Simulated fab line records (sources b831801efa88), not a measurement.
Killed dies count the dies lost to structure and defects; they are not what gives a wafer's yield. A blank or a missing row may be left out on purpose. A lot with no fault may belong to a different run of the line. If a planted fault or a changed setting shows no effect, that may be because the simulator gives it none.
fab line records -- flow sky130
[record] lots = 14, wafers = 42, last_day = 50
route steps=708 shown VIA2@527 METAL3@536 CAPM@548
lots untouched by any fault: they come from a run of this same line in which no faults occurred
start_h: start of the lot's first displayed wafer, in hours after the record's first day -- wait_h: hours elapsed since this lot's preceding step -- " the same as in the row above -- L1.1+2: one row covering several wafers at once -- - no value present, or no start provided -- * or withheld: withheld -- < > ~ a bound
route shown NAME@n: a module of which the file shows steps, and the number in the route of the first -- usual: mean/standard deviation taken from wafers without a fault -- same: alike in all rows -- chamber/n: place in a boat -- sites: per-site readings -- _std_site: their standard deviation -- _edge_site: inner sites' mean taken away from outer sites' mean -- radius_mm: how far each site lies from the wafer's centre -- mask NAME#n: copy n -- behind: the most recent tool/chamber to have shaped the wafer -- hold: reason for holding the lot/hours on hold/outcome of the hold -- device: whichever transistor did not switch (one of n, p or np) -- end of line: the tests these same wafers got at the end of their route -- a step without rows: its recipe alone -- killed: not the wafer's yield, but the dies lost to structure and defects at the first sort -- map: a wafer's dies, x killed, . not, _ none there
set.NAME: the setting that was run; set.NAME@STEP: the one run at that earlier step -- model.NAME: the simulator's own value behind a step, which no gauge read
a sample of lots followed through the steps of the route, with each step as a table and each wafer as a row
services: a tool's chamber out of use, with start hour (start_h, from the record's first day; less than 0 if before it), hours out, and reason
[[steps]]
[step SKY_VIA2_SPUTTER_20]
[recipe] material = TiN, target_thk_nm = 20, chamber_pressure_pa = 5, power_w = 4000, time_s = 80
[usual] throttle_valve_pct = 31.0/1.1
lot.wafer,tool,chamber,start_h,wait_h,throttle_valve_pct
L400.2,pvd_sputter-04,-,851.52,0.0,31.9
L400.4,pvd_sputter-04,-,851.52,0.0,31.1
L400.5,pvd_sputter-04,-,851.52,0.0,30.9
L401.1,pvd_sputter-03,-,853.85,0.0,30.1
L401.2,pvd_sputter-03,-,853.85,0.0,32.0
L401.3,pvd_sputter-03,-,853.85,0.0,30.6
L403.2,pvd_sputter-04,-,875.09,0.0,31.8
L403.4,pvd_sputter-04,-,875.09,0.0,30.9
L403.6,pvd_sputter-04,-,875.09,0.0,30.8
L405.1,pvd_sputter-04,-,887.23,0.0,30.9
L405.3,pvd_sputter-04,-,887.23,0.0,29.5
L405.6,pvd_sputter-04,-,887.23,0.0,31.8
L407.1,pvd_sputter-04,-,908.84,0.0,29.8
L407.2,pvd_sputter-04,-,908.84,0.0,31.6
L407.4,pvd_sputter-04,-,908.84,0.0,32.7
L408.2,pvd_sputter-03,-,913.20,0.0,29.6
L408.5,pvd_sputter-03,-,913.20,0.0,31.9
L408.6,pvd_sputter-03,-,913.20,0.0,29.6
L415.1,pvd_sputter-04,-,977.80,0.0,30.8
L415.4,pvd_sputter-04,-,977.80,0.0,29.6
L415.5,pvd_sputter-04,-,977.80,0.0,32.5
L417.2,pvd_sputter-02,-,979.14,0.0,31.1
L417.3,pvd_sputter-02,-,979.14,0.0,30.3
L417.6,pvd_sputter-02,-,979.14,0.0,29.8
L416.3,pvd_sputter-03,-,981.15,0.0,31.9
L416.5,pvd_sputter-03,-,981.15,0.0,32.1
L416.6,pvd_sputter-03,-,981.15,0.0,32.1
L414.1,pvd_sputter-03,-,982.10,0.0,29.6
L414.4,pvd_sputter-03,-,982.10,0.0,30.2
L414.5,pvd_sputter-03,-,982.10,0.0,29.9
L418.1,pvd_sputter-04,-,988.94,0.0,32.5
L418.3,pvd_sputter-04,-,988.94,0.0,30.9
L418.4,pvd_sputter-04,-,988.94,0.0,32.5
L420.3,pvd_sputter-03,-,994.70,0.0,31.9
L420.5,pvd_sputter-03,-,994.70,0.0,32.2
L420.6,pvd_sputter-03,-,994.70,0.0,32.0
L422.1,pvd_sputter-04,-,1013.50,0.0,29.6
L422.2,pvd_sputter-04,-,1013.50,0.0,31.0
L422.3,pvd_sputter-04,-,1013.50,0.0,31.9
L423.2,pvd_sputter-04,-,1015.29,0.0,31.2
L423.4,pvd_sputter-04,-,1015.29,0.0,29.2
L423.5,pvd_sputter-04,-,1015.29,0.0,29.7
[step SKY_METAL3_SPUTTER_04]
[recipe] material = TiN, target_thk_nm = 70, power_w = 6500, time_s = 58.3, chamber_pressure_pa = 0.4
[usual] throttle_valve_pct = 31.0/1.1
lot.wafer,tool,chamber,start_h,wait_h,throttle_valve_pct
L400.2,pvd_sputter-01,-,852.30,0.0,29.1
L400.4,pvd_sputter-01,-,852.30,0.0,31.6
L400.5,pvd_sputter-01,-,852.30,0.0,29.1
L401.1,pvd_sputter-04,-,854.63,0.0,32.4
L401.2,pvd_sputter-04,-,854.63,0.0,31.6
L401.3,pvd_sputter-04,-,854.63,0.0,30.9
L403.2,pvd_sputter-04,-,875.87,0.0,30.8
L403.4,pvd_sputter-04,-,875.87,0.0,29.6
L403.6,pvd_sputter-04,-,875.87,0.0,29.4
L405.1,pvd_sputter-01,-,888.14,0.0,30.4
L405.3,pvd_sputter-01,-,888.14,0.0,31.8
L405.6,pvd_sputter-01,-,888.14,0.0,29.2
L407.1,pvd_sputter-03,-,909.62,0.0,30.0
L407.2,pvd_sputter-03,-,909.62,0.0,30.1
L407.4,pvd_sputter-03,-,909.62,0.0,31.9
L408.2,pvd_sputter-03,-,916.41,0.0,30.2
L408.5,pvd_sputter-03,-,916.41,0.0,31.8
L408.6,pvd_sputter-03,-,916.41,0.0,30.4
L415.1,pvd_sputter-03,-,978.57,0.0,29.8
L415.4,pvd_sputter-03,-,978.57,0.0,31.9
L415.5,pvd_sputter-03,-,978.57,0.0,32.1
L417.2,pvd_sputter-04,-,979.92,0.0,31.0
L417.3,pvd_sputter-04,-,979.92,0.0,32.2
L417.6,pvd_sputter-04,-,979.92,0.0,30.9
L416.3,pvd_sputter-04,-,982.00,0.0,29.5
L416.5,pvd_sputter-04,-,982.00,0.0,32.0
L416.6,pvd_sputter-04,-,982.00,0.0,32.5
L414.1,pvd_sputter-03,-,982.96,0.0,30.1
L414.4,pvd_sputter-03,-,982.96,0.0,32.2
L414.5,pvd_sputter-03,-,982.96,0.0,32.2
L418.1,pvd_sputter-03,-,989.72,0.0,30.5
L418.3,pvd_sputter-03,-,989.72,0.0,31.7
L418.4,pvd_sputter-03,-,989.72,0.0,32.0
L420.3,pvd_sputter-01,-,995.47,0.0,29.9
L420.5,pvd_sputter-01,-,995.47,0.0,30.2
L420.6,pvd_sputter-01,-,995.47,0.0,29.0
L422.1,pvd_sputter-03,-,1014.27,0.0,30.2
L422.2,pvd_sputter-03,-,1014.27,0.0,32.1
L422.3,pvd_sputter-03,-,1014.27,0.0,29.8
L423.2,pvd_sputter-03,-,1016.07,0.0,31.9
L423.4,pvd_sputter-03,-,1016.07,0.0,32.1
L423.5,pvd_sputter-03,-,1016.07,0.0,30.0
[step SKY_CAPM_DEVELOP_11]
[recipe] resist = NOVOLAK, developer = TMAH, develop_time_s = 60, dev_temp_c = 23
[usual] chill_plate_temp_C = 22.98/0.1, develop_time_s = 60/0
lot.wafer,tool,chamber,start_h,wait_h,chill_plate_temp_C,develop_time_s
L400.2,litho_track-01,0,878.46,0.1,22.99,60
L400.4,litho_track-01,0,878.46,0.1,22.79,60
L400.5,litho_track-01,0,878.46,0.1,22.76,60
L401.1,litho_track-01,0,880.99,0.1,22.91,60
L401.2,litho_track-01,0,880.99,0.1,22.91,60
L401.3,litho_track-01,0,880.99,0.1,22.97,60
L403.2,litho_track-01,0,901.11,0.1,22.86,60
L403.4,litho_track-01,0,901.11,0.1,23.10,60
L403.6,litho_track-01,0,901.11,0.1,23.06,60
L405.1,litho_track-03,0,913.17,0.1,23.00,60
L405.3,litho_track-03,0,913.17,0.1,22.98,60
L405.6,litho_track-03,0,913.17,0.1,23.09,60
L407.1,litho_track-02,-,934.62,0.1,-,-
L407.2,litho_track-02,-,934.62,0.1,-,-
L407.4,litho_track-02,-,934.62,0.1,-,-
L408.2,litho_track-03,-,940.35,0.1,-,-
L408.5,litho_track-03,-,940.35,0.1,-,-
L408.6,litho_track-03,-,940.35,0.1,-,-
L415.1,litho_track-01,0,1000.79,0.1,23.07,60
L415.4,litho_track-01,0,1000.79,0.1,23.00,60
L415.5,litho_track-01,0,1000.79,0.1,23.11,60
L417.2,litho_track-02,0,1003.80,0.1,22.87,60
L417.3,litho_track-02,0,1003.80,0.1,22.94,60
L417.6,litho_track-02,0,1003.80,0.1,23.04,60
L416.3,litho_track-03,0,1005.57,0.1,22.91,60
L416.5,litho_track-03,0,1005.57,0.1,22.87,60
L416.6,litho_track-03,0,1005.57,0.1,22.88,60
L414.1,litho_track-03,0,1005.82,0.1,22.96,60
L414.4,litho_track-03,0,1005.82,0.1,23.13,60
L414.5,litho_track-03,0,1005.82,0.1,22.92,60
L418.1,litho_track-03,0,1012.17,0.1,22.89,60
L418.3,litho_track-03,0,1012.17,0.1,22.91,60
L418.4,litho_track-03,0,1012.17,0.1,22.97,60
L420.3,litho_track-02,0,1018.48,0.1,22.92,60
L420.5,litho_track-02,0,1018.48,0.1,23.00,60
L420.6,litho_track-02,0,1018.48,0.1,22.96,60
L422.1,litho_track-02,0,1036.88,0.1,23.05,60
L422.2,litho_track-02,0,1036.88,0.1,23.09,60
L422.3,litho_track-02,0,1036.88,0.1,23.18,60
L423.2,litho_track-01,0,1038.81,0.1,23.11,60
L423.4,litho_track-01,0,1038.81,0.1,23.14,60
L423.5,litho_track-01,0,1038.81,0.1,23.26,60
[step SKY_CAPM_STRIP_14]
[recipe] chemistry = O2/N2, power_w = 1400, pressure_mtorr = 1500, platen_temp_c = withheld, o2_flow_sccm = 3000, n2_flow_sccm = 300, overash_fraction = 0.5
[usual] drypump_motor_current_A = 5.6/0.46, oes_product_au = 0.710/0.005, strip_time_to_endpoint_s = 12.67/0.046
lot.wafer,tool,chamber,start_h,wait_h,drypump_motor_current_A,oes_product_au,rf_hours_counter_h,strip_time_to_endpoint_s
L400.2,plasma_asher-02,1,878.70,0.1,5.2,0.709,108,12.68
L400.4,plasma_asher-02,0,878.70,0.1,5.2,0.703,-,12.69
L400.5,plasma_asher-02,0,878.70,0.1,5.1,0.713,-,12.70
L401.1,plasma_asher-02,0,881.25,0.1,5.1,0.714,108,12.60
L401.2,plasma_asher-02,1,881.25,0.1,5.2,0.711,108,12.65
L401.3,plasma_asher-02,1,881.25,0.1,5.2,0.711,-,12.65
L403.2,plasma_asher-03,1,901.35,0.1,5.9,0.706,43,12.78
L403.4,plasma_asher-03,1,901.35,0.1,5.9,0.711,-,12.69
L403.6,plasma_asher-03,0,901.35,0.1,6.3,0.711,-,12.68
L405.1,plasma_asher-01,1,913.44,0.1,6.2,0.711,79,12.55
L405.3,plasma_asher-01,1,913.44,0.1,6.2,0.707,-,12.59
L405.6,plasma_asher-01,1,913.44,0.1,6.2,0.709,-,12.59
L407.1,plasma_asher-02,1,934.97,0.1,5.2,0.706,113,12.69
L407.2,plasma_asher-02,0,934.97,0.1,5.2,0.713,113,12.68
L407.4,plasma_asher-02,0,934.97,0.1,5.1,0.706,-,12.73
L408.2,plasma_asher-02,1,940.66,0.1,5.2,0.711,114,12.64
L408.5,plasma_asher-02,1,940.66,0.1,5.2,0.710,-,12.63
L408.6,plasma_asher-02,0,940.66,0.1,5.1,0.707,-,12.60
L415.1,plasma_asher-02,1,1001.05,0.1,5.2,0.708,120,12.67
L415.4,plasma_asher-02,1,1001.05,0.1,5.2,0.710,-,12.70
L415.5,plasma_asher-02,1,1001.05,0.1,5.2,0.703,-,12.79
L417.2,plasma_asher-01,0,1004.04,0.1,5.4,0.714,88,12.66
L417.3,plasma_asher-01,0,1004.04,0.1,5.4,0.705,-,12.69
L417.6,plasma_asher-01,1,1004.04,0.1,6.2,0.714,-,12.70
L416.3,plasma_asher-02,0,1005.82,0.1,5.1,0.708,-,12.68
L416.5,plasma_asher-02,1,1005.82,0.1,5.2,0.714,-,12.61
L416.6,plasma_asher-02,0,1005.82,0.1,5.2,0.703,-,12.65
L414.1,plasma_asher-01,1,1006.09,0.1,6.2,0.715,88,12.70
L414.4,plasma_asher-01,1,1006.09,0.1,6.2,0.712,-,12.67
L414.5,plasma_asher-01,1,1006.09,0.1,6.2,0.710,-,12.72
L418.1,plasma_asher-03,1,1012.44,0.1,5.9,0.711,53,12.70
L418.3,plasma_asher-03,1,1012.44,0.1,5.9,0.720,-,12.65
L418.4,plasma_asher-03,0,1012.44,0.1,6.3,0.702,-,12.71
L420.3,plasma_asher-02,1,1018.80,0.1,5.2,0.705,-,12.68
L420.5,plasma_asher-02,0,1018.80,0.1,5.1,0.711,-,12.62
L420.6,plasma_asher-02,1,1018.80,0.1,5.2,0.714,-,12.63
L422.1,plasma_asher-03,1,1037.14,0.1,5.9,0.701,56,12.63
L422.2,plasma_asher-03,0,1037.14,0.1,6.3,0.708,56,12.73
L422.3,plasma_asher-03,0,1037.14,0.1,6.3,0.707,-,12.63
L423.2,plasma_asher-01,0,1039.05,0.1,5.4,0.711,91,12.66
L423.4,plasma_asher-01,0,1039.05,0.1,5.4,0.711,-,12.68
L423.5,plasma_asher-01,1,1039.05,0.1,6.2,0.706,-,12.70
[[services]]
tool,chamber,start_h,hours,kind
plasma_asher-03,-,837.45,14.6,pm
pvd_sputter-04,-,888.33,7.5,repair
pvd_sputter-02,-,893.60,1.5,repair
plasma_asher-02,-,908.55,1.2,repair
plasma_asher-03,-,961.86,2.7,repair
plasma_asher-01,-,1026.50,1.3,repair
[[key]]
[first_sign] step = SKY_CAPM_DEVELOP_11, reading = tool_record, direction = missing
effect none on later readings
met_at SKY_CAPM_DEVELOP_11
struck_lots L407,L408
later_rows_left_out L407.1,L407.2,L407.4,L408.2,L408.5,L408.6
sort_left_out L407.1,L407.2,L407.4,L408.2,L408.5,L408.6
not_acting_at SKY_VIA2_SPUTTER_20,SKY_METAL3_SPUTTER_04,SKY_CAPM_STRIP_14
onset_between 913.17 934.62
[fault] kind = skipped_step_whole, tool = litho_track-02,litho_track-03, chamber = -, onset_h = 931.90, steps = SKY_CAPM_DEVELOP_11, scope = struck_lots_only
// sort_left_out: the simulated sort isn't trusted on such a fault, so these wafers' sort isn't shown, and their yield isn't known
// later_rows_left_out: the simulator's readings of these wafers behind a module that went badly wrong aren't trusted and aren't shown, but for the sort
